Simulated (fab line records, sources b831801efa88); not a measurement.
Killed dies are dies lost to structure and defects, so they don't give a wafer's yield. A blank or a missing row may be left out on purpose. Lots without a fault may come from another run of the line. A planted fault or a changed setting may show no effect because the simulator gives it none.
Tool commonality check | flow sky130 | 15 lots, 45 wafers sampled

WHY IT WAS OPENED
At SKY_DNWELL_TW_MEAS_09 the reading DNWELL_TW is flagged on 3 of 15 lots. Wafers without a fault read 1111, standard deviation 6.4.
Rule: a lot is flagged when every wafer of it that has a number lies more than 4 standard deviations from that mean, or none has a number. The other lots count as sound.

lot  | measured    | on            | DNWELL_TW, wafer by wafer | flag
L461 | day 3 11:35 | film_metro-03 | 1113 1115 1119            |
L463 | day 3 20:19 | film_metro-01 | 1110 1114 1111            |
L464 | day 3 23:40 | film_metro-04 | 1104 1099 1106            |
L466 | day 4 13:28 | film_metro-04 | 1101 1109 1107            |
L465 | day 4 13:49 | film_metro-04 | 1107 1100 1102            |
L467 | day 4 21:40 | film_metro-01 | 1123 1127 1120            |
L474 | day 6 07:25 | film_metro-03 | 1114 1108 1112            |
L475 | day 6 14:25 | film_metro-01 | 30 30 30                  | FLAGGED
L476 | day 6 19:07 | film_metro-03 | 30 30 30                  | FLAGGED
L477 | day 7 01:58 | film_metro-04 | 30 30 30                  | FLAGGED
L478 | day 7 05:30 | film_metro-01 | 1109 1107 1108            |
L479 | day 7 13:53 | film_metro-03 | 1109 1120 1118            |
L480 | day 7 18:22 | film_metro-03 | 1116 1114 1120            |
L481 | day 7 22:20 | film_metro-01 | 1107 1110 1108            |
L483 | day 8 08:54 | film_metro-03 | 1109 1103 1107            |
The numbers of the flagged lots are 30 on average: -1081 against the usual, or -99 or more standard deviations.

WHICH TOOL RAN EACH LOT
The record holds 1 process step before the reading, out of a route of 708 steps. In each cell: the tool, then ch and the chambers that the sampled wafers went through, then the start.
lot  | flag    | SKY_DNWELL_DEVELOP_06
L461 |         | litho_track-02 ch 0, day 3 11:00
L463 |         | litho_track-04 ch 0, day 3 19:00
L464 |         | litho_track-04 ch 0, day 3 23:00
L466 |         | litho_track-02 ch 0, day 4 13:00
L465 |         | litho_track-04 ch 0, day 4 13:00
L467 |         | litho_track-04 ch 0, day 4 21:00
L474 |         | litho_track-02 ch 0, day 6 07:00
L475 | FLAGGED | litho_track-02, day 6 14:00
L476 | FLAGGED | litho_track-02, day 6 18:00
L477 | FLAGGED | litho_track-02, day 7 01:00
L478 |         | litho_track-01 ch 0, day 7 05:00
L479 |         | litho_track-01 ch 0, day 7 13:00
L480 |         | litho_track-02 ch 0, day 7 17:00
L481 |         | litho_track-01 ch 0, day 7 21:00
L483 |         | litho_track-01 ch 0, day 8 08:00
What these steps do:
- SKY_DNWELL_DEVELOP_06: develop time 60 s.
- SKY_DNWELL_TW_MEAS_09

FLAGGED OVER TOTAL, TOOL BY TOOL (the gauges that took the reading come last)
step                  | tool           | lots run | flagged | share of the flagged lots | sound lots run after its first flagged lot
SKY_DNWELL_DEVELOP_06 | litho_track-01 | 4        | 0       | none                      | -
SKY_DNWELL_DEVELOP_06 | litho_track-02 | 7        | 3       | all                       | 1 (L480)
SKY_DNWELL_DEVELOP_06 | litho_track-04 | 4        | 0       | none                      | -
SKY_DNWELL_TW_MEAS_09 | film_metro-01  | 5        | 1       | some                      | 2 (L478,L481)
SKY_DNWELL_TW_MEAS_09 | film_metro-03  | 6        | 1       | some                      | 3 (L479,L480,L483)
SKY_DNWELL_TW_MEAS_09 | film_metro-04  | 4        | 1       | some                      | 0

WHAT THE TABLE ALLOWS
1 row of the table ran every flagged lot: litho_track-02 at SKY_DNWELL_DEVELOP_06.
- litho_track-02 at SKY_DNWELL_DEVELOP_06: 3 of its 7 lots flagged. Sound lots ran on it after the first flagged one (L480), which a lasting fault on the whole tool wouldn't allow. On the flagged lots its readings are blank where sound lots have values: chill_plate_temp_C.
No row of the table ran every flagged lot and no sound lot after the first.

WHAT THE SIMULATOR HAD PUT IN
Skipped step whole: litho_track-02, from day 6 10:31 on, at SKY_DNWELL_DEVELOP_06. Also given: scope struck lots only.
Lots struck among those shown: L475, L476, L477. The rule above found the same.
